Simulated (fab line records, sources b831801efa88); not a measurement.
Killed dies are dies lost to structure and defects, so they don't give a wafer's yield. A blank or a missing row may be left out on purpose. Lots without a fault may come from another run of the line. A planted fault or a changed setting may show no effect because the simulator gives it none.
fab line records | flow sky130
record lots=15 wafers=44 last_day=50
route steps=708 shown VIA2@521 PAD_OPEN@708
lots that met no fault: from a run of the same line without faults
start_h: hours from the record's first day to the start of the lot's first wafer shown | wait_h: hours since the lot's step before | " the same as in the row above | L1.1+2: a row that stands for several wafers | - no value, or no start given | * or withheld: withheld | < > ~ a bound
route shown NAME@n: a module of which the file shows steps, and the number in the route of the first | usual: mean/standard deviation of fault-free wafers | same: alike in all rows | chamber/n: place in a boat | sites: the reading at each site | _std_site: their standard deviation | _edge_site: outer sites' mean less inner sites' | radius_mm: how far each site lies from the wafer's centre | mask NAME#n: copy n | behind: the tool/chamber that last shaped the wafer | hold: why the lot was held/for how many hours/how that ended | device: the transistor (n, p or np) that didn't switch | end of line: the same wafers' tests at the end of the route | a step without rows: its recipe alone | killed: dies lost to structure and defects at the first sort, not the wafer's yield | map: a wafer's dies, x killed, . not, _ none there
set.NAME: the setting as run; set.NAME@STEP: as run at that earlier step | model.NAME: the simulator's own value behind a step, which no gauge read
steps of the route over a sample of lots; a table a step, a row a wafer
services: from which hour (start_h, from the record's first day; less than 0 if before it) a tool's chamber was out of use, for how many hours, and why
## steps
# step SKY_VIA2_ETCH_14
# recipe chemistry=N2/H2 target=BARC ion_energy_ev=200 source_w=500 bias_w=100 pressure_mtorr=30 n2_flow_sccm=100 h2_flow_sccm=200 stop_on=SiO2 time_s=45.9 target_depth_a=600
# usual drypump_motor_current_A=6.1/0.36 n2_flow_sccm=99.99/0.3 oes_product_au=0.855/0.0048 run_length_s=74.2/0.4 throttle_valve_pct=13.226/0.0091
# columns lot.wafer tool chamber start_h wait_h drypump_motor_current_A n2_flow_sccm oes_product_au rf_hours_counter_h run_length_s throttle_valve_pct
L327.2 rie_diel-01 3 844.32 0.0 6.7 100.25 0.855 3 74.4 13.227
L327.4 " 1 " " 6.4 100.10 0.849 2 74.1 13.233
L327.6 " 1 " " 6.4 100.31 0.854 - 74.8 13.218
L328.1 rie_diel-01 1 854.90 0.0 6.4 100.09 0.856 2 74.2 13.228
L328.4 " 0 " " 6.1 99.90 0.880 - 71.9 13.226
L328.6 " 2 " " 6.2 100.21 0.878 - 72.6 13.236
L329.2 rie_diel-01 0 868.42 0.0 6.1 99.94 0.857 5 73.4 13.231
L329.5 " 2 " " 6.2 99.96 0.862 - 74.1 13.227
L329.6 " 0 " " 6.1 100.15 0.883 - 71.9 13.205
L330.3 rie_diel-01 2 874.70 0.0 6.2 99.90 0.859 7 74.1 13.219
L330.6 " 2 " " 6.2 99.59 0.880 - 73.1 13.234
L338.1 rie_diel-02 0 935.67 0.0 5.7 99.86 0.856 3 74.7 13.214
L338.4 " 2 " " 5.9 100.22 0.858 - 74.1 13.245
L338.5 " 1 " " 6.2 99.63 0.858 - 74.5 13.228
L340.2 rie_diel-04 1 953.07 0.0 5.7 100.18 0.857 9 74.3 13.216
L340.4 " 0 " " 6.0 99.78 0.853 9 74.2 13.234
L340.5 " 1 " " 5.7 100.19 0.847 - 74.5 13.212
L339.1 rie_diel-01 2 955.07 0.0 6.2 100.26 0.854 9 74.4 13.224
L339.3 " 3 " " 6.7 100.18 0.859 5 74.4 13.231
L339.5 " 3 " " 6.6 99.72 0.858 - 74.0 13.213
L341.2 rie_diel-01 0 959.55 0.0 6.1 100.16 0.847 8 73.6 13.239
L341.4 " 3 " " 6.7 100.03 0.858 - 74.6 13.212
L341.6 " 2 " " 6.2 99.99 0.857 - 74.5 13.231
L342.3 rie_diel-01 2 961.60 0.0 6.2 100.34 0.857 10 74.3 13.205
L342.4 " 2 " " 6.2 99.81 0.857 - 74.1 13.225
L342.6 " 0 " " 6.1 100.15 0.852 - 73.8 13.226
L344.2 rie_diel-01 3 984.06 0.0 6.6 100.17 0.866 6 74.4 13.237
L344.4 " 0 " " 6.1 100.52 0.859 8 73.9 13.220
L344.5 " 2 " " 6.2 99.56 0.855 - 74.5 13.225
L345.2 rie_diel-01 2 986.05 0.0 6.2 99.88 0.856 11 74.3 13.227
L345.3 " 1 " " 6.4 100.49 0.858 5 74.2 13.251
L345.6 " 3 " " 6.7 100.00 0.854 - 74.0 13.202
L346.2 rie_diel-01 2 992.92 0.0 6.2 99.79 0.848 11 74.1 13.224
L346.3 " 0 " " 6.1 99.91 0.851 9 74.0 13.235
L346.5 " 0 " " 6.1 99.94 0.854 - 73.4 13.227
L347.1 rie_diel-01 1 998.77 0.0 6.4 99.33 0.849 6 74.3 13.242
L347.3 " 3 " " 6.7 100.14 0.849 7 74.5 13.229
L347.5 " 3 " " 6.6 100.36 0.858 - 74.0 13.235
L348.2 rie_diel-04 1 1007.90 0.0 5.7 100.21 0.849 11 74.4 13.217
L348.3 " 3 " " 6.3 99.45 0.859 23 75.1 13.229
L348.5 " 0 " " 6.0 99.62 0.860 - 74.3 13.225
L349.2 rie_diel-01 2 1011.60 0.0 6.2 100.41 0.852 11 74.4 13.235
L349.4 " 0 " " 6.1 99.75 0.854 9 73.8 13.218
L349.5 " 1 " " 6.4 99.93 0.859 - 74.2 13.235
# step SKY_PAD_OPEN_PROBE_99
# usual defect_limited_yield=82.2/1.9 killed_at_M0_to_M3=45/7.3 killed_at_M4_up=3.1/1.7 killed_at_contacts=25/5.1 killed_at_front_end=15/4.5 killed_at_other=0.3/0.56 killed_dies=88/9.4 killed_open=47/6.6 killed_short=40/6.9 sort_bin_3_pad_short=0.9/0.46 sort_bin_5_function=10.5/1.5 sort_bin_6_memory=6.4/1.1 sort_n_pass=404/9.4 sort_yield_pct=82.2/1.9
# same gross_dies=492 killed_at_back_side=0 sort_bin_4_leakage[%]=0 sort_bin_8_speed[%]=0
# columns lot.wafer tool chamber start_h wait_h defect_limited_yield[%] killed_at_M0_to_M3 killed_at_M4_up killed_at_contacts killed_at_front_end killed_at_other killed_dies killed_open killed_short sort_bin_3_pad_short[%] sort_bin_5_function[%] sort_bin_6_memory[%] sort_n_pass sort_yield_pct[%]
L330.3 prober-02 - 1095.12 0.2 84.6 36 1 21 18 0 76 39 37 0.4 9.3 5.7 416 84.6
L338.1 prober-01 - 1144.89 0.1 82.5 43 6 26 11 0 86 52 34 1.0 8.9 7.5 406 82.5
L338.4 prober-01 - 1145.04 0.2 81.1 53 5 22 13 0 93 49 44 1.4 12.2 5.3 399 81.1
L338.5 prober-01 - 1145.09 0.2 82.7 39 1 30 14 1 85 59 26 0.6 11.6 5.1 407 82.7
L342.3 prober-01 - 1164.62 0.2 81.3 51 2 21 18 0 92 46 46 2.0 10.4 6.3 400 81.3
L342.4 prober-01 - 1164.67 0.2 80.7 49 5 23 18 0 95 53 42 0.6 11.2 7.5 397 80.7
L342.6 prober-01 - 1164.77 0.2 79.7 53 4 23 20 0 100 52 48 1.2 12.2 6.9 392 79.7
# killed by level:class
L330.3 VIA3:geometric_particle:open=9 CONTACT:geometric_particle:open=8 FIELD_ISO:geometric_particle:short=7 METAL2:geometric_particle:short=6 LI_CONTACT:geometric_particle:open=5 CONTACT:geometric_particle:short=5 METAL1:geometric_particle:short=4 POLY_GATE:geometric_particle:short=3
L338.1 LI_CONTACT:geometric_particle:open=12 VIA1:geometric_particle:open=8 VIA2:geometric_particle:open=8 CONTACT:geometric_particle:open=7 VIA3:geometric_particle:open=6 METAL2:geometric_particle:short=5 VIA1:geometric_particle:short=4 METAL3:geometric_particle:short=4
L338.4 LI_CONTACT:geometric_particle:open=12 VIA1:geometric_particle:open=12 METAL1:geometric_particle:short=8 VIA3:geometric_particle:open=7 CONTACT:geometric_particle:open=7 VIA2:geometric_particle:short=6 METAL2:geometric_particle:short=5 VIA1:geometric_particle:short=4
L338.5 LI_CONTACT:geometric_particle:open=12 CONTACT:geometric_particle:open=11 VIA1:geometric_particle:open=11 VIA2:geometric_particle:open=6 VIA1:geometric_particle:short=6 POLY_GATE:geometric_particle:open=5 METAL1:geometric_particle:short=4 VIA3:geometric_particle:open=4
L342.3 VIA1:geometric_particle:open=11 SPACER:geometric_particle:open=7 METAL1:geometric_particle:short=6 VIA3:geometric_particle:open=6 CONTACT:geometric_particle:short=5 METAL3:geometric_particle:short=5 METAL2:geometric_particle:short=5 VIA2:geometric_particle:open=5
L342.4 VIA1:geometric_particle:open=11 VIA3:geometric_particle:open=9 FIELD_ISO:geometric_particle:short=8 VIA2:geometric_particle:open=8 CONTACT:geometric_particle:open=7 LI_CONTACT:geometric_particle:open=5 METAL2:geometric_particle:open=4 METAL3:geometric_particle:short=4
L342.6 CONTACT:geometric_particle:open=12 VIA2:geometric_particle:open=12 VIA1:geometric_particle:open=11 METAL1:geometric_particle:short=7 FIELD_ISO:geometric_particle:short=6 FIELD_ISO:geometric_particle:open=5 CONTACT:geometric_particle:short=5 VIA1:geometric_particle:short=4
## services
# columns tool chamber start_h hours kind
rie_diel-04 - 823.08 2.8 pm
rie_diel-04 0 828.52 2.5 repair
rie_diel-02 0 831.27 - clean
rie_diel-02 0 831.27 13.8 scheduled_down
rie_diel-02 0 831.27 13.8 vent_cycle
rie_diel-04 2 835.11 3.0 repair
rie_diel-02 1 845.77 - clean
rie_diel-02 1 845.77 21.5 scheduled_down
rie_diel-02 1 845.77 21.5 vent_cycle
rie_diel-01 3 852.59 22.6 repair
rie_diel-04 1 875.24 8.5 repair
rie_diel-01 1 882.89 10.8 repair
rie_diel-04 0 919.99 4.1 repair
rie_diel-04 3 932.55 7.1 repair
rie_diel-02 3 934.49 2.9 repair
rie_diel-02 - 937.63 2.8 pm
rie_diel-01 1 956.09 9.2 repair
rie_diel-02 1 986.46 4.9 repair
## key
first_sign step=SKY_VIA2_ETCH_14 reading=oes_product_au direction=up sigmas=5.1 usual=0.855 struck=0.880
effect step=SKY_VIA2_ETCH_14 reading=run_length_s direction=down sigmas=4.4 usual=* struck=*
met_at SKY_VIA2_ETCH_14
struck_lots L328,L329,L330
struck_wafers L328.4,L328.6,L329.6,L330.6
onset_between 844.32 854.90
fault kind=process_parameter_drift tool=rie_diel-01 chamber=- onset_h=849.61 steps=SKY_VIA2_ETCH_14 channel=time_s offset=* shape=step end_h=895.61 scope=struck_wafers_only acts_in=* stated=*
